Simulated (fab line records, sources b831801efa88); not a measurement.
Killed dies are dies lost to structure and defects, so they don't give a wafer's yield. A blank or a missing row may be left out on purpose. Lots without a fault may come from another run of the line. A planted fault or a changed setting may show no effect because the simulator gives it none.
Problem report in the 8D (eight disciplines) form, filled by code | flow gf180mcu | the parts of the form that need people (team, actions taken, sign-off) are left out

1. THE PROBLEM
MVSD_TW at GF_MVSD_TW_MEAS_11 reads a mean of 1493 on 3 wafers of 1 lot; wafers without a fault read 1572 with a standard deviation of 9.2. That is -8.6 standard deviations from the usual mean.
First seen on wafer L728.3, day 6 20:54, on film_metro-03. The record holds 39 wafers of 13 lots with a number at this step. Rule for "out", or "out of limits": more than 4 standard deviations from the usual mean. The other wafers with a number count as sound.

2. WHAT IT IS AND WHAT IT IS NOT
question                    | is                     | is not
which readings at this step | MVSD_TW                | -
which lots                  | L728                   | L719, L720, L721, L722, L732, L735, L736, L737, L738, L739, L740, L741
which wafers of those lots  | all that have a number | -
read on which gauges        | film_metro-03          | film_metro-01, film_metro-02
when                        | from day 6 20:54       | up to then (12 sound wafers); but 24 sound wafers of L732, L735, L736, L737, L738, L739, L740, L741 came after

3. SUSPECTS, AND WHAT RULES EACH OUT
Counting: a tool at a process step up to the reading stays a suspect if it ran every lot that is out and no sound lot after the first of them.
- the gauge at GF_MVSD_TW_MEAS_11: ruled out. All the wafers that are out were read on film_metro-03, but those of them that GF_LVPWELL_STRIP_10 has rows for are out there too, on other tools.
- rie_si-01 at GF_STI_ETCH_14 (etches Si in HBr/Cl2/O2, target depth 360 nm, time 102.9 s): ruled out as a lasting fault. Sound lots L732, L737, L739, L740 ran on it after its first lot that is out, L728 (day 4 05:17).
- plasma_asher-04 at GF_LVPWELL_STRIP_10 (strips in O2/N2): ruled out as a lasting fault. Sound lots L736 ran on it after its first lot that is out, L728 (day 6 06:08).
- plasma_asher-01 at GF_MVSD_STRIP_10 (strips in O2/N2): ruled out as a lasting fault. Sound lots L737, L738, L740, L741 ran on it after its first lot that is out, L728 (day 6 20:49).
Left after counting: nothing in the record.

4. THE CAUSE (what the simulator had put in)
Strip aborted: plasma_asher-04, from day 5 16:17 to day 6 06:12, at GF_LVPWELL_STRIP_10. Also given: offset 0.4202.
Counting ruled it out, wrongly: the rule takes a fault to strike every lot that its tool runs from its start on, and this one did not.

5. THE CHAIN OF EFFECTS, in route order
Each row: a reading whose mean over the struck wafers that have a number lies more than 3 standard deviations from the usual. Only readings for which the record gives a usual standard deviation are gone through. hours: the time from each lot's start at the first step in this table that gives one to its start at this step, as a median over the lots. sigmas: the change in usual standard deviations.
hours | step                | reading                  | usual      | on struck wafers | change | sigmas
0     | GF_LVPWELL_STRIP_10 | oes_product_au           | 0.722 a.u. | 0.967            | +0.245 | +51
15    | GF_MVSD_STRIP_10    | strip_time_to_endpoint_s | 36.96 s    | 41.73            | +4.77  | +43
15    | GF_MVSD_TW_MEAS_11  | MVSD_TW                  | 1572       | 1493             | -79    | -8.6
The process steps in it:
- GF_LVPWELL_STRIP_10: strips in O2/N2.
- GF_MVSD_STRIP_10: strips in O2/N2.
Readings that are blank on the struck wafers while sound wafers have them: strip_time_to_endpoint_s at GF_LVPWELL_STRIP_10.
Later measuring or inspecting steps at which every struck wafer that the step has a row for has a number for every such reading, and none has moved that far: GF_VT_IMPLANT_TW_MEAS_21, GF_POLY_GATE_OVL_MEAS_11.

6. WHAT WOULD HAVE CAUGHT IT SOONER
In this record the first reading out of limits at a measuring or inspecting step was taken at day 6 20:54, 29 hours after the fault began at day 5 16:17.
The tool's own readings at GF_LVPWELL_STRIP_10 were out on every struck wafer that the step has a row for (oes_product_au): an alarm limit on them would have fired on the first of those.
